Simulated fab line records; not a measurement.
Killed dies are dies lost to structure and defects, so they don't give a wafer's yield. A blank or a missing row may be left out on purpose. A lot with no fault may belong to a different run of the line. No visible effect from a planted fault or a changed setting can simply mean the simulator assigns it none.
Struck lot and sound lot, side by side ; flow gf180mcu ; 15 out of 602 route steps
Sound: the wafers L284.3, L284.5, L284.6. The struck wafers were L294.1, L294.3, L294.6. Last of all comes the cause.
Order at every step that has rows: each side's tool, ch and its chambers, its first start. Under that, the readings that differ: sound wafers ; struck wafers ; difference of the means ; sigmas: that difference in standard deviations of wafers without a fault.
alike: readings whose means differ by less than 2 such deviations, and words and numbers that are the same on both sides. not compared: withheld readings, readings that some wafer has no value for, bounds like >300 that may hide the same value, and numbers for which the record gives no deviation and whose values overlap.
The two part at a step that has a row with sigmas, a row that says differs or no value, or rows on one side only. Numbers that don't overlap but have no deviation are shown without sigmas and don't part them. Lack of a reading on every wafer of one side parts them only where that side has two or more wafers.

GF_V3_THK_MEAS_25: measures by xrf.
  sound: film-metro-03 at day 24 20:36; struck: film-metro-03 at day 28 00:57
  alike: V3_W_THK
GF_V3_CMP_26: polishes, stops on SiO2, t overpolish 15 s, target thk 0 nm.
  sound on cmp-02 ch 0,1,3, day 24 20:47; struck on cmp-01 ch 1,3, day 28 01:01
  alike: motor-current-A, overpolish-run-s, time-to-endpoint-s
GF_M4_SPUTTER_00: material Ti, target thk 37.5 nm, time 150 s.
  sound: pvd-sputter-03 at day 24 20:56; struck: pvd-sputter-02 at day 28 01:19
  alike: chamber-pressure-pa, throttle-valve-pct
then, 1 step without rows for these wafers: GF_M4_SPUTTER_01 (material TiN, target thk 30 nm, time 25 s).
GF_M4_SPUTTER_02: material AlCu, target thk 450 nm, time 23.9 s.
  sound: pvd-sputter-03 at day 24 21:04; struck: pvd-sputter-02 at day 28 01:26
  alike: chamber-pressure-pa, throttle-valve-pct
GF_M4_SPUTTER_03: material Ti, target thk 10 nm, time 6.7 s.
  sound: pvd-sputter-03 at day 24 21:06; struck: pvd-sputter-02 at day 28 01:28
  alike: chamber-pressure-pa, throttle-valve-pct
GF_M4_SPUTTER_04: material TiN, target thk 50 nm, time 41.7 s.
  sound: pvd-sputter-03 at day 24 21:07; struck: pvd-sputter-02 at day 28 01:29
  alike: chamber-pressure-pa, throttle-valve-pct
GF_M4_RS_MEAS_05: measurement is done with a four-point probe.
  sound: film-metro-01 at day 24 21:12; struck: film-metro-03 at day 28 01:32
  alike: M4_ALCU_RS
GF_M4_THK_MEAS_06: measures by xrf.
  sound: film-metro-01 at day 24 21:18; struck: film-metro-03 at day 28 01:39
  alike: M4_ALCU_THK
then, 3 steps without rows for these wafers: GF_M4_DEHYDRATE_07 (time 60 s); GF_M4_HMDS_08 (prime time 60 s); GF_M4_COAT_09 (resist thk 1000 nm).
GF_M4_SOFTBAKE_10: time 60 s.
  sound on litho-track-02 ch 0, day 25 07:46; struck on litho-track-04 ch 0, day 28 11:22
reading;sound;struck;difference;sigmas
run-length-s (s);88.66 88.95 88.69;92.05 91.95 92.35;+3.35;+11
then, 1 step without rows for these wafers: GF_M4_EXPOSE_11 (exposes mask Metal4, target cd 280 nm).
-- the record jumps here: 5 days lie between the struck wafers' starts before and after (it left off in module M4 and takes up again in module PASSIVATION, whose first step shown is number 602 of the route) --
GF_PASSIVATION_PROBE_99:
  the record has rows for the struck wafers here (prober-01, day 33 16:44) and none for the sound ones

WHERE THEY PART
Earliest at GF_M4_SOFTBAKE_10; latest, in this record, at GF_PASSIVATION_PROBE_99.

WHY: the cause the simulator had injected
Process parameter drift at GF_M4_SOFTBAKE_10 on litho-track-04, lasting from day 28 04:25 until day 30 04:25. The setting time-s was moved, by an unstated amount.
